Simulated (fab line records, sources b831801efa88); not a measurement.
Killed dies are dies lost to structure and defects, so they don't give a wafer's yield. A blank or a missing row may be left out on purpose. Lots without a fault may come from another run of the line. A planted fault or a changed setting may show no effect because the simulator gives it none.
One fault seen from 2 desks | flow gf180mcu | each desk has only its own numbers; what lay behind them comes last

THE METROLOGY DESK
What the gauges read, lot by lot, whatever tool the lot ran on: means of the sampled wafers that have a number. A lot is out of limits, marked OUT, if its mean lies more than 4 standard deviations from the usual mean; the brackets give that distance.
Columns: A = MIM_ALCU_THK at GF_MIM_THK_MEAS_11, usual 199.2 nm
lot  | first seen here | A
L231 | day 24 21:23    | 194.8
L232 | day 25 08:02    | 199.8
L233 | day 25 12:58    | 196.7
L234 | day 25 21:19    | 201.1
L236 | day 26 15:46    | 197.6
L239 | day 27 11:08    | 197.4
L240 | day 28 03:58    | 197.8
L244 | day 29 08:36    | 200.1
L248 | day 30 05:41    | 196.0
L250 | day 30 14:19    | 199.5
L251 | day 30 21:52    | 202.0
L252 | day 31 03:35    | 198.7
L253 | day 31 11:46    | 200.9
This desk's finding: nothing out of limits on any of the 13 lots.

THE TOOL OWNER'S DESK: hdpcvd-01
The tool's own readings at GF_V4_CVD_00 (deposits SiO2, target thk 600 nm, time 100 s): means of the sampled wafers that have a number, for each lot that ran on this tool. A lot is out of limits, marked OUT, if its mean lies more than 4 standard deviations from the usual mean; the brackets give that distance.
Columns: A = sih4_flow_sccm at GF_V4_CVD_00, usual 62.52 sccm
lot  | first seen here | A
L232 | day 24 07:01    | 62.62
L233 | day 24 12:08    | 62.55
L234 | day 24 21:29    | 62.61
L236 | day 25 16:23    | 62.72
L239 | day 26 11:48    | 62.36
L240 | day 27 04:38    | 62.33
L250 | day 29 17:21    | 62.69
L251 | day 30 00:53    | 62.56
This desk's finding: nothing out of limits on any of the 8 lots.

PUT TOGETHER
The metrology desk saw nothing out of limits.
The tool owner's desk saw nothing out of limits.

WHAT THE SIMULATOR HAD PUT IN
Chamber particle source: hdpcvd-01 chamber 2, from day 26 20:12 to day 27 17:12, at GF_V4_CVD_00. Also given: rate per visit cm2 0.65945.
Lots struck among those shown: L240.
